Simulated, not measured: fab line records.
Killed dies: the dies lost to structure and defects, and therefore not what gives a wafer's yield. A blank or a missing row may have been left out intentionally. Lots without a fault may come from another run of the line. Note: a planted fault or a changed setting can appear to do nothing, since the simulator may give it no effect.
fab line records | flow sky130
record lots=11 | wafers=33 | lastDay=50
route steps=708 shown DNWELL@43 NWELL@79 GATE_OXIDE@194 LDD_HVP@288 PAD_OPEN@708
lots that met no fault: taken from a fault-free run of the same line
startH: hours from the record's first day to the start of the lot's first wafer shown | waitH: how many hours have passed since the lot's step before this one | " identical to the entry in the row above | L1.1+2: several wafers, shown together as one row | - either no value or no given start | * or withheld: withheld | < > ~ a bound
route shown NAME@n: a module of which the file shows steps, and the number in the route of the first | usual: mean/standard deviation of fault-free wafers | same: alike in all rows | chamber/n: place in a boat | sites: per-site readings | _std_site: how widely they spread, as a standard deviation | _edge_site: outer sites' mean less inner sites' | radiusMm: for every site, how far away it sits from the centre of the wafer | mask NAME#n: copy n | behind: the tool/chamber that last shaped the wafer | hold: cause of the lot's hold/its duration in hours/its outcome | device: which transistor (n, p or np) failed to switch | end of line: tests run on the same wafers once the route is complete | for a step that has no rows: nothing shown but its recipe | killed: dies lost to structure and defects at the first sort, not the wafer's yield | map: per-die view of a wafer (x killed, . not killed, _ where there is no die)
set.NAME: the run value of the setting; set.NAME@STEP: its run value at that earlier step | model.NAME: the simulator's own value behind a step, which no gauge read
the route's steps for a sample of lots (tables are steps, rows are wafers)
services: when a tool's chamber went out of use (startH, in hours from the record's first day, below 0 if earlier), for how many hours, and the reason
## steps
# step SKY_DNWELL_STRIP_08
# recipe chemistry=O2/N2 | powerW=1400 | pressureMtorr=1500 | platenTempC=withheld | o2FlowSccm=3000 | n2FlowSccm=300 | overashFraction=0.5
# usual drypumpMotorCurrentA=5.62/0.2 | oesProductAu=0.722/0.0044 | stripTimeToEndpointS=36.97/0.12
lot.wafer | tool           | chamber | startH | waitH | drypumpMotorCurrentA | oesProductAu | rfHoursCounterH | stripTimeToEndpointS
L659.1    | plasmaAsher-01 | 1       | 59.46  | 0.1   | 5.47                 | 0.724        | 38              | 37.01
L659.5    | "              | 1       | "      | "     | 5.46                 | 0.721        | -               | 36.95
L659.6    | "              | 0       | "      | "     | 5.57                 | 0.722        | -               | 36.95
L661.1    | plasmaAsher-04 | 0       | 72.88  | 0.1   | 5.66                 | 0.719        | 43              | 36.94
L661.4    | "              | 1       | "      | "     | 5.97                 | 0.718        | -               | 36.94
L661.5    | "              | 0       | "      | "     | 5.66                 | 0.721        | -               | 36.93
L671.1    | plasmaAsher-01 | 1       | 123.61 | 0.1   | 5.47                 | 0.723        | 1               | 36.80
L671.2    | "              | 0       | "      | "     | 5.56                 | 0.721        | 1               | 36.95
L671.4    | "              | 1       | "      | "     | 5.45                 | 0.724        | -               | 36.86
L672.2    | plasmaAsher-04 | 0       | 132.12 | 0.1   | 5.67                 | 0.716        | 47              | 36.97
L672.3    | "              | 0       | "      | "     | 5.66                 | 0.720        | -               | 37.00
L672.6    | "              | 0       | "      | "     | 5.66                 | 0.729        | -               | 37.06
L673.4    | plasmaAsher-04 | 0       | 143.71 | 0.1   | 5.64                 | 0.730        | -               | 37.17
L673.5    | "              | 1       | "      | "     | 5.95                 | 0.719        | -               | 37.09
L673.6    | "              | 0       | "      | "     | 5.67                 | 0.721        | -               | 37.16
L675.3    | plasmaAsher-01 | 1       | 146.85 | 0.1   | 5.47                 | 0.719        | -               | 36.98
L675.4    | "              | 0       | "      | "     | 5.57                 | 0.716        | -               | 36.89
L675.6    | "              | 1       | "      | "     | 5.45                 | 0.718        | -               | 36.99
L676.2    | plasmaAsher-04 | 1       | 152.98 | 0.1   | 5.96                 | 0.718        | 50              | 36.89
L676.3    | "              | 1       | "      | "     | 5.94                 | 0.720        | -               | 37.00
L676.4    | "              | 0       | "      | "     | 5.69                 | 0.727        | -               | 36.97
L677.1    | plasmaAsher-04 | 0       | 156.87 | 0.1   | 5.65                 | 0.716        | 51              | 36.94
L677.2    | "              | 1       | "      | "     | 5.93                 | 0.724        | 51              | 36.99
L677.6    | "              | 1       | "      | "     | 5.94                 | 0.718        | -               | 36.98
L678.1    | plasmaAsher-03 | 0       | 163.33 | 0.1   | 5.26                 | 0.722        | 33              | 36.83
L678.5    | "              | 0       | "      | "     | 5.26                 | 0.724        | -               | 36.89
L678.6    | "              | 1       | "      | "     | 5.76                 | 0.716        | -               | 36.80
L680.3    | plasmaAsher-04 | 1       | 170.66 | 0.1   | 5.94                 | 0.730        | -               | 36.92
L680.4    | "              | 0       | "      | "     | 5.65                 | 0.720        | -               | 36.79
L680.6    | "              | 0       | "      | "     | 5.65                 | 0.723        | -               | 36.90
L681.2    | plasmaAsher-01 | 0       | 176.72 | 0.1   | 5.59                 | 0.724        | 7               | 36.80
L681.4    | "              | 1       | "      | "     | 5.46                 | 0.715        | -               | 36.78
L681.5    | "              | 0       | "      | "     | 5.56                 | 0.727        | -               | 36.81
# step SKY_NWELL_TW_MEAS_26
# usual NWELL_2_TW=497/4.1
lot.wafer | tool         | chamber | startH | waitH | NWELL_2_TW
L659.1    | filmMetro-02 | -       | 110.72 | 0.1   | 495
L659.5    | "            | -       | "      | "     | 493
L659.6    | "            | -       | "      | "     | 497
L661.1    | filmMetro-02 | -       | 125.61 | 0.1   | 492
L661.4    | "            | -       | "      | "     | 490
L661.5    | "            | -       | "      | "     | 492
L671.1    | filmMetro-01 | -       | 184.22 | 0.1   | 501
L671.2    | "            | -       | "      | "     | 498
L671.4    | "            | -       | "      | "     | 501
L672.2    | filmMetro-01 | -       | 192.53 | 0.1   | 500
L672.3    | "            | -       | "      | "     | 501
L672.6    | "            | -       | "      | "     | 501
L673.4    | filmMetro-03 | -       | 206.58 | 0.1   | 495
L673.5    | "            | -       | "      | "     | 495
L673.6    | "            | -       | "      | "     | 496
L675.3    | filmMetro-01 | -       | 209.02 | 0.1   | 504
L675.4    | "            | -       | "      | "     | 502
L675.6    | "            | -       | "      | "     | 504
L676.2    | filmMetro-02 | -       | 216.31 | 0.1   | 491
L676.3    | "            | -       | "      | "     | 491
L676.4    | "            | -       | "      | "     | 493
L677.1    | filmMetro-03 | -       | 220.85 | 0.1   | 496
L677.2    | "            | -       | "      | "     | 499
L677.6    | "            | -       | "      | "     | 501
L678.1    | filmMetro-01 | -       | 228.60 | 0.1   | 500
L678.5    | "            | -       | "      | "     | 501
L678.6    | "            | -       | "      | "     | 500
L680.3    | filmMetro-01 | -       | 235.12 | 0.1   | 499
L680.4    | "            | -       | "      | "     | 498
L680.6    | "            | -       | "      | "     | 499
L681.2    | filmMetro-01 | -       | 243.76 | 0.1   | 498
L681.4    | "            | -       | "      | "     | 496
L681.5    | "            | -       | "      | "     | 500
# step SKY_GATE_OXIDE_EXPOSE_07
# recipe maskId=LVOM | na=0.6 | sourceShape=conventional | sigmaOuter=0.6 | polarization=unpolarized | targetCdNm=600 | doseMj=170
lot.wafer  | tool            | chamber | startH | waitH | mask
L659.1+5+6 | ilineStepper-01 | 0       | 301.85 | -     | LVOM#0
L661.1+4+5 | ilineStepper-01 | 0       | 325.36 | -     | TUNM#0
L671.1+2+4 | ilineStepper-01 | 0       | 405.37 | -     | LVOM#0
L672.2+3+6 | ilineStepper-01 | 0       | 416.19 | -     | LVOM#0
L673.4+5+6 | ilineStepper-02 | 0       | 434.34 | -     | LVOM#0
L675.3+4+6 | ilineStepper-01 | 0       | 439.47 | -     | LVOM#0
L676.2+3+4 | ilineStepper-02 | 0       | 448.20 | -     | LVOM#0
L677.1+2+6 | ilineStepper-02 | 0       | 456.22 | -     | LVOM#0
L678.1+5+6 | ilineStepper-02 | 0       | 464.60 | -     | LVOM#0
L680.3+4+6 | ilineStepper-02 | 0       | 471.17 | -     | LVOM#0
L681.2+4+5 | ilineStepper-02 | 0       | 488.33 | -     | LVOM#0
# step SKY_GATE_OXIDE_OVL_MEAS_10
# usual GATE_OXIDE_OVL=1.0/1.5
lot.wafer | tool       | chamber | startH | waitH | GATE_OXIDE_OVL[nm]
L659.1    | overlay-02 | -       | 314.61 | 0.1   | -0.7
L659.5    | "          | -       | "      | "     | -0.1
L659.6    | "          | -       | "      | "     | -0.1
L661.1    | overlay-01 | -       | 337.78 | 0.1   | -
L661.4    | "          | -       | "      | "     | -
L661.5    | "          | -       | "      | "     | -
L671.1    | overlay-01 | -       | 419.92 | 0.1   | -0.7
L671.2    | "          | -       | "      | "     | -0.8
L671.4    | "          | -       | "      | "     | 0.3
L672.2    | overlay-02 | -       | 430.77 | 0.1   | 1.9
L672.3    | "          | -       | "      | "     | 1.4
L672.6    | "          | -       | "      | "     | 0.6
L673.4    | overlay-02 | -       | 449.48 | 0.1   | 2.6
L673.5    | "          | -       | "      | "     | 1.0
L673.6    | "          | -       | "      | "     | 1.9
L675.3    | overlay-02 | -       | 455.42 | 0.1   | -1.1
L675.4    | "          | -       | "      | "     | 0.0
L675.6    | "          | -       | "      | "     | 1.3
L676.2    | overlay-02 | -       | 463.94 | 0.1   | 3.2
L676.3    | "          | -       | "      | "     | 3.0
L676.4    | "          | -       | "      | "     | 2.6
L677.1    | overlay-02 | -       | 471.06 | 0.1   | 1.6
L677.2    | "          | -       | "      | "     | 2.0
L677.6    | "          | -       | "      | "     | 0.9
L678.1    | overlay-02 | -       | 479.31 | 0.1   | 2.4
L678.5    | "          | -       | "      | "     | 1.6
L678.6    | "          | -       | "      | "     | 0.9
L680.3    | overlay-02 | -       | 486.44 | 0.1   | 2.4
L680.4    | "          | -       | "      | "     | 3.2
L680.6    | "          | -       | "      | "     | 2.5
L681.2    | overlay-02 | -       | 503.46 | 0.1   | 2.0
L681.4    | "          | -       | "      | "     | 2.6
L681.5    | "          | -       | "      | "     | 1.0
# step SKY_GATE_OXIDE_TW_MEAS_14
# usual GATE_OXIDE_TW=224.3/1.9
lot.wafer | tool         | chamber | startH | waitH | hold                    | GATE_OXIDE_TW
L659.1    | filmMetro-01 | -       | 315.01 | 0.1   | -                       | 227.0
L659.5    | "            | -       | "      | "     | -                       | 226.4
L659.6    | "            | -       | "      | "     | -                       | 226.3
L661.1    | filmMetro-01 | -       | 338.17 | 0.1   | awaitDispo/0.2h/release | 30.1
L661.4    | "            | -       | "      | "     | awaitDispo/0.2h/release | 30.3
L661.5    | "            | -       | "      | "     | awaitDispo/0.2h/release | 30.4
L661.1    | filmMetro-01 | -       | 338.48 | 0.3   | -                       | 30.3
L661.4    | "            | -       | "      | "     | -                       | 30.5
L661.5    | "            | -       | "      | "     | -                       | 30.2
L671.1    | filmMetro-02 | -       | 420.31 | 0.1   | -                       | 221.5
L671.2    | "            | -       | "      | "     | -                       | 221.0
L671.4    | "            | -       | "      | "     | -                       | 221.1
L672.2    | filmMetro-03 | -       | 431.16 | 0.1   | -                       | 225.7
L672.3    | "            | -       | "      | "     | -                       | 223.2
L672.6    | "            | -       | "      | "     | -                       | 224.5
L673.4    | filmMetro-01 | -       | 449.88 | 0.1   | -                       | 225.0
L673.5    | "            | -       | "      | "     | -                       | 225.4
L673.6    | "            | -       | "      | "     | -                       | 224.8
L675.3    | filmMetro-03 | -       | 455.82 | 0.1   | -                       | 224.8
L675.4    | "            | -       | "      | "     | -                       | 225.7
L675.6    | "            | -       | "      | "     | -                       | 224.1
L676.2    | filmMetro-01 | -       | 464.33 | 0.1   | -                       | 224.8
L676.3    | "            | -       | "      | "     | -                       | 224.7
L676.4    | "            | -       | "      | "     | -                       | 226.0
L677.1    | filmMetro-01 | -       | 471.45 | 0.1   | -                       | 225.4
L677.2    | "            | -       | "      | "     | -                       | 225.2
L677.6    | "            | -       | "      | "     | -                       | 225.5
L678.1    | filmMetro-03 | -       | 479.70 | 0.1   | -                       | 224.1
L678.5    | "            | -       | "      | "     | -                       | 224.4
L678.6    | "            | -       | "      | "     | -                       | 224.5
L680.3    | filmMetro-01 | -       | 486.84 | 0.1   | -                       | 227.1
L680.4    | "            | -       | "      | "     | -                       | 226.6
L680.6    | "            | -       | "      | "     | -                       | 226.8
L681.2    | filmMetro-01 | -       | 503.86 | 0.1   | -                       | 226.0
L681.4    | "            | -       | "      | "     | -                       | 225.8
L681.5    | "            | -       | "      | "     | -                       | 225.5
# step SKY_LDD_HVP_TW_MEAS_10
# usual LDD_HVP_TW=451/3.7
lot.wafer | tool         | chamber | startH | waitH | LDD_HVP_TW
L659.1    | filmMetro-01 | -       | 509.05 | 0.1   | 458
L659.5    | "            | -       | "      | "     | 457
L659.6    | "            | -       | "      | "     | 458
L671.1    | filmMetro-02 | -       | 612.30 | 0.1   | 453
L671.2    | "            | -       | "      | "     | 452
L671.4    | "            | -       | "      | "     | 453
L672.2    | filmMetro-01 | -       | 625.53 | 0.1   | 455
L672.3    | "            | -       | "      | "     | 458
L672.6    | "            | -       | "      | "     | 456
L673.4    | filmMetro-02 | -       | 641.73 | 0.1   | 448
L673.5    | "            | -       | "      | "     | 446
L673.6    | "            | -       | "      | "     | 449
L675.3    | filmMetro-02 | -       | 644.19 | 0.1   | 449
L675.4    | "            | -       | "      | "     | 448
L675.6    | "            | -       | "      | "     | 451
L676.2    | filmMetro-02 | -       | 653.41 | 0.1   | 447
L676.3    | "            | -       | "      | "     | 448
L676.4    | "            | -       | "      | "     | 448
L677.1    | filmMetro-02 | -       | 662.72 | 0.1   | 447
L677.2    | "            | -       | "      | "     | 448
L677.6    | "            | -       | "      | "     | 450
L678.1    | filmMetro-02 | -       | 669.65 | 0.1   | 448
L678.5    | "            | -       | "      | "     | 447
L678.6    | "            | -       | "      | "     | 449
L680.3    | filmMetro-02 | -       | 674.02 | 0.1   | 450
L680.4    | "            | -       | "      | "     | 447
L680.6    | "            | -       | "      | "     | 445
L681.2    | filmMetro-04 | -       | 691.28 | 0.1   | 452
L681.4    | "            | -       | "      | "     | 456
L681.5    | "            | -       | "      | "     | 455
# step SKY_PAD_OPEN_PROBE_99
# usual defectLimitedYield=82.7/1.8 | killed_at_M0_to_M3=42/7.5 | killed_at_M4_up=3.2/1.7 | killedAtContacts=24/5.1 | killedAtFrontEnd=15/4.1 | killedAtOther=0.3/0.58 | killedDies=85/8.9 | killedOnRim=17/3.9 | killedOpen=46/6.4 | killedShort=39/6 | sort_bin_3_pad_short=0.9/0.4 | sort_bin_5_function=10.1/1.6 | sort_bin_6_memory=6.3/1 | sort_bin_8_speed=0.00/0.024 | sortNPass=407/9 | sortYieldPct=82.7/1.8
# same grossDies=492 | killedAtBackSide=0 | sort_bin_4_leakage[%]=0
lot.wafer | tool      | chamber | startH  | waitH | defectLimitedYield[%] | killed_at_M0_to_M3 | killed_at_M4_up | killedAtContacts | killedAtFrontEnd | killedAtOther | killedDies | killedOnRim | killedOpen | killedShort | sort_bin_3_pad_short[%] | sort_bin_5_function[%] | sort_bin_6_memory[%] | sort_bin_8_speed[%] | sortNPass | sortYieldPct[%]
L672.2    | prober-01 | -       | 1161.40 | 0.1   | 82.1                  | 40                 | 5               | 24               | 18               | 1             | 88         | 20          | 51         | 37          | 1.2                     | 9.1                    | 7.5                  | 0                   | 404       | 82.1
L672.3    | prober-01 | -       | 1161.45 | 0.2   | 80.9                  | 46                 | 0               | 30               | 18               | 0             | 94         | 15          | 50         | 44          | 1.6                     | 12.0                   | 5.5                  | 0                   | 398       | 80.9
L672.6    | prober-01 | -       | 1161.60 | 0.2   | 78.5                  | 63                 | 4               | 28               | 11               | 0             | 106        | 26          | 66         | 39          | 1.4                     | 12.8                   | 7.3                  | 0                   | 386       | 78.5
# killed by level:class
L672.2 VIA1:geometricParticle:open=14 CONTACT:geometricParticle:open=12 VIA3:geometricParticle:open=8 POLY_GATE:geometricParticle:short=6 FIELD_ISO:geometricParticle:open=5 VIA2:geometricParticle:open=5 FIELD_ISO:geometricParticle:short=4 VIA2:geometricParticle:short=4
L672.3 CONTACT:geometricParticle:open=13 VIA3:geometricParticle:open=10 VIA1:geometricParticle:open=7 METAL3:geometricParticle:short=7 LI_CONTACT:geometricParticle:open=5 LOCAL_INTERCONNECT:geometricParticle:short=5 CONTACT:geometricParticle:short=5 FIELD_ISO:geometricParticle:open=4
L672.6 LI_CONTACT:geometricParticle:open=13 VIA3:geometricParticle:open=11 VIA1:geometricParticle:open=11 CONTACT:geometricParticle:open=8 METAL2:geometricParticle:short=8 VIA2:geometricParticle:open=8 FIELD_ISO:geometricParticle:open=5 VIA1:geometricParticle:short=5
## services
tool            | chamber | startH | hours | kind
plasmaAsher-04  | -       | 73.52  | 14.6  | pm
plasmaAsher-01  | -       | 108.79 | 9.0   | pm
ilineStepper-01 | -       | 108.94 | 11.3  | repair
plasmaAsher-03  | -       | 130.44 | 32.8  | pm
ilineStepper-02 | -       | 146.17 | 1.7   | pm
ilineStepper-01 | -       | 149.84 | 1.7   | pm
ilineStepper-02 | -       | 155.34 | 1.0   | repair
plasmaAsher-01  | -       | 191.64 | 2.0   | repair
plasmaAsher-03  | -       | 195.75 | 4.3   | repair
ilineStepper-02 | 0       | 240.14 | -     | calibration
plasmaAsher-03  | -       | 342.79 | 1.5   | repair
plasmaAsher-04  | -       | 349.62 | 0.7   | repair
plasmaAsher-04  | -       | 358.22 | 2.4   | repair
ilineStepper-02 | -       | 364.35 | 1.7   | pm
ilineStepper-01 | -       | 368.02 | 1.7   | pm
ilineStepper-01 | -       | 391.75 | 2.1   | pm
ilineStepper-02 | -       | 409.68 | 2.7   | repair
plasmaAsher-04  | -       | 421.25 | 9.0   | pm
plasmaAsher-04  | 0       | 421.25 | 9.0   | ventCycle
ilineStepper-01 | -       | 422.34 | 2.0   | repair
plasmaAsher-04  | -       | 432.81 | 1.9   | repair
plasmaAsher-03  | -       | 447.78 | 2.5   | repair
ilineStepper-01 | -       | 448.95 | 22.1  | repair
ilineStepper-01 | -       | 471.06 | 8.9   | pm
## key
firstSign step=SKY_GATE_OXIDE_EXPOSE_07 | reading=mask | direction=changed
effect step=SKY_GATE_OXIDE_OVL_MEAS_10 | reading=GATE_OXIDE_OVL | direction=missing
effect step=SKY_GATE_OXIDE_TW_MEAS_14 | reading=visit | direction=added
effect step=SKY_GATE_OXIDE_TW_MEAS_14 | reading=GATE_OXIDE_TW | direction=down | sigmas=99+ | usual=224.3 | struck=30.3
metAt SKY_GATE_OXIDE_EXPOSE_07
struckLots L661
scrappedBehind SKY_GATE_OXIDE_TW_MEAS_14 L661.1,L661.4,L661.5
notActingAt SKY_DNWELL_STRIP_08,SKY_NWELL_TW_MEAS_26,SKY_LDD_HVP_TW_MEAS_10
onsetBetween 301.85 325.36
fault kind=wrongMask | tool=any | chamber=- | onsetH=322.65 | steps=SKY_GATE_OXIDE_EXPOSE_07 | auxCopy=TUNM#0 | scope=struckLotsOnly
